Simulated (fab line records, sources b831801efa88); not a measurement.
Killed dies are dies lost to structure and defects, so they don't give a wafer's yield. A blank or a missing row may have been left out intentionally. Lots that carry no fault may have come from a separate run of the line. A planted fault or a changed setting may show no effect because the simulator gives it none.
A lot that was struck, set against a sound lot ; flow sfqLine ; 42 steps out of a route of 325
Sound: wafers L731.2, L731.3, L731.6. Struck: wafer L718.5. (L718.1, L718.3 of the same lot were not struck and are left out.) The cause comes at the end.
At each step with rows: each side's tool, then ch and its chambers, then its first start. Under that, the readings that differ: sound wafers ; struck wafers ; difference of the means ; sigmas: that difference in standard deviations of wafers without a fault.
alike: words and numbers the same on both sides, and readings whose means are apart by under 2 such deviations; not compared: readings that were withheld, readings missing a value for some wafer, numbers with overlapping values and no deviation given by the record, and bounds like >300 which may hide the same value.
A row with sigmas, a row that says differs or no value, or rows on one side alone: a step with any of these is where the two part. When numbers do not overlap yet have no deviation, they are printed without sigmas and do not part them. A reading that every wafer of one side lacks parts them only if that side has two wafers or more.

first, 6 steps without rows for these wafers: SFQ_TRILAYER_M4_LITHO_COAT_098 (resist thk 62 nm); SFQ_TRILAYER_M4_LITHO_COAT_093 (resist thk 600 nm); SFQ_TRILAYER_M4_LITHO_SOFTBAKE_097; SFQ_TRILAYER_M4_LITHO_EXPOSE_094 (exposes mask M4, target cd 500 nm); SFQ_TRILAYER_M4_LITHO_PEB_096 (peb time 60 s); SFQ_TRILAYER_M4_LITHO_DEVELOP_095 (time 60 s).
SFQ_M4_OVL_MEAS_926:
  sound on overlay-01, day 55 17:22; struck on overlay-02, day 51 16:20
  alike: M4_OVL
then, 1 step without rows for these wafers: SFQ_TRILAYER_M4_BARC_OPEN_METAL_ETCH_123 (etches BARC in O2, target depth 125 nm, time 41.7 s).
SFQ_TRILAYER_M4_ETCH_METAL_ETCH_096: etches Nb in Cl2/Ar, stops on SiO2, target depth 240 nm, time 120 s.
  sound on rieMetal-02 ch 1, day 55 17:33; struck on rieMetal-03 ch 0, day 51 16:26
  alike: drypumpMotorCurrentA, oesProductAu
  not compared: rfHoursCounterH
then, 3 steps without rows for these wafers: SFQ_TRILAYER_M4_STRIP_STRIP_097 (strips in O2); SFQ_TRILAYER_M4_STRIP_SOLV_CLEAN_098 (cleans in NMP, time 600 s); SFQ_TRILAYER_I4_DEP_PECVD_099 (deposits SiO2 from SiH4/N2O, time 111.11 s, target thk 500 nm).
SFQ_TRILAYER_I4_CMP_CMP_100: polishes SiO2.
  sound on cmp-02 ch 0,1,2, day 55 19:43; struck on cmp-02 ch 2, day 51 22:11
reading;sound;struck;difference;sigmas
model.SiO2_of_TRILAYER_I4_DEP_PECVD_099.thkNm (nm);201.9 200.4 200;219.6;+18.8;
  alike: motorCurrentA, platenRpm, timeToEndpointS
SFQ_I4_BOW_MEAS_927:
  sound on filmMetro-03, day 55 22:14; struck on filmMetro-03, day 52 00:01
  not compared: I4_BOW
SFQ_TRILAYER_I4_METRO_MEASURE_101:
  sound on filmMetro-03, day 55 22:32; struck on filmMetro-03, day 52 03:55
reading;sound;struck;difference;sigmas
thkNm (nm);202.0 200.4 200.0;219.4;+18.6;+19
then, 6 steps without rows for these wafers: SFQ_TRILAYER_I4_VIA_LITHO_COAT_108 (resist thk 62 nm); SFQ_TRILAYER_I4_VIA_LITHO_COAT_103 (resist thk 650 nm); SFQ_TRILAYER_I4_VIA_LITHO_SOFTBAKE_107; SFQ_TRILAYER_I4_VIA_LITHO_EXPOSE_104 (exposes mask I4, target cd 700 nm); SFQ_TRILAYER_I4_VIA_LITHO_PEB_106 (peb time 60 s); SFQ_TRILAYER_I4_VIA_LITHO_DEVELOP_105 (time 60 s).
-- the record jumps here: 5 days lie between the struck wafers' starts before and after --
SFQ_I4_OVL_MEAS_928:
  sound on overlay-02, day 60 14:04; struck on overlay-02, day 57 05:21
  alike: I4_OVL
then, 1 step without rows for these wafers: SFQ_TRILAYER_I4_VIA_BARC_OPEN_VIA_ETCH_146 (etches BARC in O2, target depth 125 nm, time 41.7 s).
SFQ_TRILAYER_I4_VIA_ETCH_VIA_ETCH_106: etches SiO2 in CHF3, stops on Nb, target depth 260 nm.
  sound on rieDiel-02 ch 0,2,3, day 60 14:08; struck on rieDiel-01 ch 0, day 57 05:26
reading;sound;struck;difference;sigmas
oesProductAu (a.u.);0.855 0.855 0.858;0.895;+0.039;+8
model.etch.depthNm (nm);201.9 200.4 200;219.6;+18.8;
model.I4.featureDepthNm (nm);201.9 200.4 200;219.6;+18.8;
  alike: drypumpMotorCurrentA
SFQ_TRILAYER_I4_VIA_STRIP_STRIP_107: strips in O2.
  sound on rieMetal-04 ch 0,1, day 60 14:14; struck on rieMetal-02 ch 1, day 57 05:32
  alike: drypumpMotorCurrentA, oesProductAu
  not compared: rfHoursCounterH
then, 2 steps without rows for these wafers: SFQ_TRILAYER_I4_VIA_STRIP_SOLV_CLEAN_108 (cleans in NMP, time 600 s); SFQ_TRILAYER_JJ_TRILAYER_DEP_PRE_CLEAN_113 (time 22.5 s).
SFQ_TRILAYER_JJ_TRILAYER_DEP_SPUTTER_109: material Nb, target thk 150 nm, time 100 s.
  sound on pvdSputter-03, day 60 15:04; struck on pvdSputter-05, day 57 06:20
  alike: throttleValvePct
then, 3 steps without rows for these wafers: SFQ_TRILAYER_JJ_TRILAYER_DEP_SPUTTER_110 (material Al, target thk 8 nm, time 10 s); SFQ_TRILAYER_JJ_TRILAYER_DEP_AL_OXIDATION_111 (oxidation time 600 s); SFQ_TRILAYER_JJ_TRILAYER_DEP_SPUTTER_112 (material Nb, target thk 170 nm, time 113.3 s).
SFQ_JJ_RS_MEAS_929: a four-point-probe measurement.
  sound on filmMetro-01, day 60 16:15; struck on filmMetro-01, day 57 07:31
  alike: JJ_NB_RS
then, 6 steps without rows for these wafers: SFQ_TRILAYER_JJ_CE_LITHO_COAT_119 (resist thk 62 nm); SFQ_TRILAYER_JJ_CE_LITHO_COAT_114 (resist thk 600 nm); SFQ_TRILAYER_JJ_CE_LITHO_SOFTBAKE_118; SFQ_TRILAYER_JJ_CE_LITHO_EXPOSE_115 (exposes mask J5, target cd 700 nm); SFQ_TRILAYER_JJ_CE_LITHO_PEB_117 (peb time 60 s); SFQ_TRILAYER_JJ_CE_LITHO_DEVELOP_116 (time 60 s).
-- the record jumps here: 5 days lie between the struck wafers' starts before and after --
SFQ_JJ_OVL_MEAS_931:
  sound on overlay-02, day 65 02:07; struck on overlay-02, day 62 15:04
  alike: J5_OVL
SFQ_TRILAYER_JJ_CE_METRO_MEASURE_117:
  sound on cdSem-02, day 65 02:20; struck on cdSem-02, day 62 15:07
  alike: cdNm
SFQ_TRILAYER_JJ_CE_BARC_OPEN_RIE_150: chemistry O2, target BARC, target depth 240 nm, time 80 s.
  sound on rieMetal-02 ch 0,1, day 65 03:20; struck on rieMetal-04 ch 1, day 62 16:19
  alike: drypumpMotorCurrentA, oesProductAu
  not compared: rfHoursCounterH
SFQ_TRILAYER_M5_ETCH_METAL_ETCH_126: etches Nb in Cl2/BCl3, stops on SiO2, time 203.2 s, target depth 265 nm.
  sound on rieMetal-01 ch 0,1, day 69 21:30; struck on rieMetal-01 ch 0, day 62 22:36
reading;sound;struck;difference;sigmas
model.SiO2_of_TRILAYER_I4_DEP_PECVD_099.thkNm (nm);182.3 180.7 179.7;199.1;+18.2;
  alike: drypumpMotorCurrentA, oesProductAu
  not compared: rfHoursCounterH

== WHERE THEY PART ==
Earliest at SFQ_TRILAYER_I4_METRO_MEASURE_101; latest, in this record, at SFQ_TRILAYER_I4_VIA_ETCH_VIA_ETCH_106. Later steps at which nothing parts them and some readings are alike: SFQ_TRILAYER_I4_VIA_STRIP_STRIP_107, SFQ_TRILAYER_JJ_TRILAYER_DEP_SPUTTER_109, SFQ_JJ_RS_MEAS_929, SFQ_JJ_OVL_MEAS_931, SFQ_TRILAYER_JJ_CE_METRO_MEASURE_117, SFQ_TRILAYER_JJ_CE_BARC_OPEN_RIE_150, SFQ_TRILAYER_M5_ETCH_METAL_ETCH_126.

WHY: what had been put in by the simulator
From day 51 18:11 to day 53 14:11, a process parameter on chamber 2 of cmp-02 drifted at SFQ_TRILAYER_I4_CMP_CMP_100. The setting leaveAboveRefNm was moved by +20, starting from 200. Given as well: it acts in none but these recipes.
